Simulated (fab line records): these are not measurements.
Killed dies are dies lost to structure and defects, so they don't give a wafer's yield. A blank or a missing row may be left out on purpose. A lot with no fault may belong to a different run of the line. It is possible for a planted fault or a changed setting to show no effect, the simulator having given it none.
Struck lot and sound lot, side by side | flow sky130 | 22 steps out of a route of 708
Sound: these wafers, L963.1, L963.2, L963.4. The struck wafers were L974.1, L974.5. The cause comes at the end.
Order at every step that has rows: each side's tool, ch and its chambers, its first start. Under that, the readings that differ: sound wafers | struck wafers | difference of the means | sigmas: that difference in standard deviations of wafers without a fault.
alike: words and numbers the same on both sides, and readings whose means are apart by under 2 such deviations; not compared: readings that were withheld, readings missing a value for some wafer, numbers with overlapping values and no deviation given by the record, and bounds like >300 which may hide the same value.
A row with sigmas, a row that says differs or no value, or rows on one side alone: a step with any of these is where the two part. When numbers do not overlap yet have no deviation, they are printed without sigmas and do not part them. A reading missing from all wafers of one side parts the sides only when that side holds two or more wafers.

first, 4 steps without rows for these wafers: SKY_NWELL_SOFTBAKE_06; SKY_NWELL_EXPOSE_07 (exposes mask NWM, target cd 840 nm); SKY_NWELL_PEB_08; SKY_NWELL_DEVELOP_09 (develop time 60 s).
SKY_NWELL_OVL_MEAS_10:
  struck on overlay-02, day 9 12:08; sound on overlay-02, day 6 18:03
  alike: NWELL_00_OVL
then, 3 steps without rows for these wafers: SKY_NWELL_IMPLANT_11; SKY_NWELL_IMPLANT_12; SKY_NWELL_IMPLANT_13.
SKY_NWELL_STRIP_14: strips in O2/N2.
  sound on plasmaAsher-02 ch 0,1, day 6 18:32; struck on plasmaAsher-03 ch 0, day 9 12:38
  alike: drypumpMotorCurrentA, oesProductAu, stripTimeToEndpointS
  not compared: rfHoursCounterH
SKY_NWELL_TW_MEAS_15:
  struck on filmMetro-03, day 9 12:44; sound on filmMetro-03, day 6 18:38
  alike: NWELL_TW
then, 2 steps without rows for these wafers: SKY_NWELL_DEHYDRATE_16 (time 60 s); SKY_NWELL_HMDS_17 (prime time 60 s).
SKY_NWELL_COAT_18: resist thk 3000 nm.
  sound on lithoTrack-03 ch 0, day 7 03:18; struck on lithoTrack-02 ch 0, day 9 22:29
reading                                | sound          | struck    | difference | sigmas
model.coat_of_NWELL_COAT_18.thkNm (nm) | 2999 2996 3008 | 2908 2897 | -98        | 
then, 3 steps without rows for these wafers: SKY_NWELL_SOFTBAKE_19; SKY_NWELL_EXPOSE_20 (exposes mask NWM COMPLEMENT, target cd 840 nm); SKY_NWELL_PEB_21.
SKY_NWELL_DEVELOP_22: develop time 60 s.
  sound on lithoTrack-03 ch 0; struck on lithoTrack-03 ch 0
reading                                | sound          | struck    | difference | sigmas
model.coat_of_NWELL_COAT_18.thkNm (nm) | 2995 2991 3004 | 2904 2893 | -98        | 
SKY_NWELL_OVL_MEAS_23:
  struck on overlay-01, day 10 10:48; sound on overlay-02, day 7 13:42
  alike: NWELL_01_OVL
after that, 1 step had no rows for these wafers: SKY_NWELL_IMPLANT_24.
SKY_NWELL_STRIP_25: strips in O2/N2.
  sound on plasmaAsher-02 ch 0,1, day 7 13:53; struck on plasmaAsher-03 ch 0,1, day 10 10:59
reading                  | sound             | struck      | difference | sigmas
stripTimeToEndpointS (s) | 36.90 36.86 37.00 | 35.86 35.71 | -1.14      | -10
  alike: drypumpMotorCurrentA, oesProductAu
  not compared: rfHoursCounterH
SKY_NWELL_TW_MEAS_26:
  struck on filmMetro-03, day 10 11:07; sound on filmMetro-02, day 7 13:59
reading    | sound       | struck  | difference | sigmas
NWELL_2_TW | 492 495 491 | 501 502 | +9         | +3
after that, 1 step had no rows for these wafers: SKY_PAD_OPEN_PROBE_99.

== WHERE THEY PART ==
First at SKY_NWELL_STRIP_25; last, within this record, at SKY_NWELL_TW_MEAS_26.

WHY: what had been put in by the simulator
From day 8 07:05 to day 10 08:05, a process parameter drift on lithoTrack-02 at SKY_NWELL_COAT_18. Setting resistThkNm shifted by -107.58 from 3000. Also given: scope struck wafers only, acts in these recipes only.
